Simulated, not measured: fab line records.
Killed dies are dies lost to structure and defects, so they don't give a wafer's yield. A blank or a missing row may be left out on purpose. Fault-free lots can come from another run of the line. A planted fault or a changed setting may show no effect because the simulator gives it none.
Which of the tools did it? :: flow gf180mcu :: Sampling: 6 lots, 18 wafers, 2 of 602 route steps

WHAT EACH GAUGE READ, for each wafer
GF_SALICIDE_THK_MEAS_05: measures by xrf.
lot: L120
measured: day 16 04:52
on: film-metro-04
SALICIDE_TIN_THK (nm): 19.79 19.88 19.89

lot: L125
measured: day 18 02:09
on: film-metro-01
SALICIDE_TIN_THK (nm): 19.92 19.84 19.81

lot: L132
measured: day 20 06:58
on: film-metro-04
SALICIDE_TIN_THK (nm): 19.82 19.61 19.46

lot: L135
measured: day 21 12:41
on: film-metro-01
SALICIDE_TIN_THK (nm): 20.04 20.10 20.01

lot: L138
measured: day 22 12:47
on: film-metro-01
SALICIDE_TIN_THK (nm): 19.80 19.82 19.65

lot: L141
measured: day 23 11:07
on: film-metro-02
SALICIDE_TIN_THK (nm): 20.15 20.07 19.94

TOOL THAT RAN EACH LOT (tool first, then ch and the chambers of the sampled wafers, then the start)
lot: L120
GF_SALICIDE_SPUTTER_03: pvd-sputter-04, day 16 04:44

lot: L125
GF_SALICIDE_SPUTTER_03: pvd-sputter-04, day 18 02:01

lot: L132
GF_SALICIDE_SPUTTER_03: pvd-sputter-02, day 20 06:49

lot: L135
GF_SALICIDE_SPUTTER_03: pvd-sputter-03, day 21 12:32

lot: L138
GF_SALICIDE_SPUTTER_03: pvd-sputter-02, day 22 12:37

lot: L141
GF_SALICIDE_SPUTTER_03: pvd-sputter-03, day 23 10:58
- GF_SALICIDE_SPUTTER_03: material TiN, target thk 20 nm, time 16.7 s.

THE ANSWER, worked out from the rows above alone
Rule: the lots themselves supply what counts as usual. Put in order of their means at a reading, lots are off if they are a third of the lots or fewer, leave a main group of 4 or more, and stand apart from it by a gap of 3 or more times the standard deviation of the main group's means; of several such gaps the widest counts. Not used: any main group whose means are identical at the precision the tables above print for the reading. A lot without any number at a reading at which 4 lots or more have one is off too. Any other lot the step has rows for is counted as sound.
No lot is off on any of the readings shown, so nothing can be concluded from this.

WHAT HAD BEEN PUT IN BY THE SIMULATOR
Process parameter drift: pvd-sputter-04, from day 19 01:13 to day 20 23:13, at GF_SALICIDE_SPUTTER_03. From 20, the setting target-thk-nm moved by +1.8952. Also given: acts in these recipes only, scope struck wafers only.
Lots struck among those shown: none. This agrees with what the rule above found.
